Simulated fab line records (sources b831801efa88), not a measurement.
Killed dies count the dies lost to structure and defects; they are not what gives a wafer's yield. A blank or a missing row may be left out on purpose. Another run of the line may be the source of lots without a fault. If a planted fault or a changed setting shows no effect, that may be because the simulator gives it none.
A struck lot beside a sound one + flow gf180mcu + 17 out of 602 route steps
Sound: wafers L781.3, L781.5, L781.6. Wafers struck: L771.3, L771.4, L771.6. The cause comes at the end.
Each step with rows lists, per side, the tool, then ch with its chambers, then its first start. Under that, the readings that differ: sound wafers + struck wafers + difference of the means + sigmas: that difference in standard deviations of wafers without a fault.
alike: same words and numbers on both sides, and readings whose means sit less than 2 such deviations apart. not compared: any withheld reading, any reading some wafer has no value for, any bound like >300 that may hide the same value, and any number with overlapping values for which the record gives no deviation.
Wherever a step has rows on one side only, a row that says differs or no value, or a row with sigmas, the two part there. Numbers that have no deviation but don't overlap get no sigmas and don't part them. A reading that every wafer of one side lacks parts them only if that side has two wafers or more.

first, 2 steps without rows for these wafers: GF_HV_LDD_PEB_44; GF_HV_LDD_DEVELOP_45 (develop time 60 s).
GF_HV_LDD_CD_MEAS_46: the cd target is 400 nm.
  sound: cd_sem-02 at day 20 07:08; struck: cd_sem-01 at day 16 11:40
  alike: cd_nm
GF_HV_LDD_OVL_MEAS_47:
  sound: overlay-01 at day 20 07:14; struck: overlay-01 at day 16 11:45
  alike: HV_LDD_03_OVL
next, for these wafers, 1 step has no rows: GF_HV_LDD_IMPLANT_48.
GF_HV_LDD_STRIP_49: strips in O2/N2.
  sound on plasma_asher-01 ch 0,1, day 20 07:26; struck on plasma_asher-04 ch 0,1, day 16 11:58
  alike: drypump_motor_current_A, heater_power_w, o2_flow_sccm, oes_product_au, strip_time_to_endpoint_s
  not compared: rf_hours_counter_h
GF_HV_LDD_TW_MEAS_50:
  sound: film_metro-03 at day 20 07:32; struck: film_metro-03 at day 16 12:02
  alike: HV_LDD_4_TW
then, 1 step without rows for these wafers: GF_HV_LDD_CLEAN_51 (cleans in SC1/SC2, time 150 s).
GF_HV_LDD_RTA_52: time 10 s.
  sound on rtp_anneal-02 ch 0, day 20 07:41; struck on rtp_anneal-02 ch 0, day 16 12:10
  alike: lamp_power_pct, wafer_temp_C_max
GF_HV_LDD_RS_MEAS_53: a four-point-probe measurement.
  sound: film_metro-02 at day 20 07:47; struck: film_metro-04 at day 16 12:14
| reading            | sound             | struck            | difference | sigmas |
|--------------------|-------------------|-------------------|------------|--------|
| HV_LDD_RS (ohm/sq) | 419.4 418.6 420.2 | 417.5 417.0 416.5 | -2.4       | -2     |
then, 1 step without rows for these wafers: GF_HV_LDD_CVD_54 (deposits SiO2 from TEOS, target thk 10 nm, time 75 s).
GF_HV_LDD_THK_MEAS_55:
  sound: film_metro-02 at day 20 08:54; struck: film_metro-04 at day 16 13:22
  alike: HV_LDD_CVD_54_THK
GF_HV_LDD_CVD_56: deposits Si3N4 from DCS/NH3, target thk 90 nm, time 1543 s.
  sound on lpcvd-01 ch 0, day 20 08:56; struck on lpcvd-01 ch 1, day 16 13:38
| reading                                  | sound            | struck           | difference | sigmas |
|------------------------------------------|------------------|------------------|------------|--------|
| model.Si3N4_of_HV_LDD_CVD_56.thk_nm (nm) | 89.7 89.25 89.01 | 96.38 95.8 96.19 | +6.80      |        |
  alike: zone_power_centre_pct
GF_HV_LDD_THK_MEAS_57:
  sound: film_metro-04 at day 20 10:23; struck: film_metro-04 at day 16 15:05
| reading                | sound          | struck         | difference | sigmas |
|------------------------|----------------|----------------|------------|--------|
| HV_LDD_CVD_56_THK (nm) | 89.7 89.3 89.0 | 96.3 95.7 96.3 | +6.8       | +9     |
GF_HV_LDD_ETCHBACK_58: etches Si3N4 in CH3F/O2, stops on SiO2, time 100 s, target depth 90 nm.
  sound on rie_diel-01 ch 0,1, day 20 10:26; struck on rie_diel-03 ch 0,3, day 16 15:08
| reading                  | sound             | struck            | difference | sigmas |
|--------------------------|-------------------|-------------------|------------|--------|
| oes_product_au (a.u.)    | 0.839 0.835 0.837 | 0.875 0.880 0.876 | +0.040     | +8     |
| model.etch.depth_nm (nm) | 89.7 89.25 89.01  | 96.38 95.8 96.19  | +6.80      |        |
  alike: drypump_motor_current_A, throttle_valve_pct
  not compared: rf_hours_counter_h
then, 1 step without rows for these wafers: GF_NSD_DEHYDRATE_00 (time 60 s).
-- the record jumps here: 16 days lie between the struck wafers' starts before and after (it left off in module NSD and takes up again in module PASSIVATION, whose first step shown is number 602 of the route) --
GF_PASSIVATION_PROBE_99:
  rows exist in the record for the struck wafers here (prober-02, day 32 13:39), but not for the sound ones

## WHERE THEY PART
Earliest at GF_HV_LDD_RS_MEAS_53; latest, in this record, at GF_PASSIVATION_PROBE_99.

WHY: what had been put in by the simulator
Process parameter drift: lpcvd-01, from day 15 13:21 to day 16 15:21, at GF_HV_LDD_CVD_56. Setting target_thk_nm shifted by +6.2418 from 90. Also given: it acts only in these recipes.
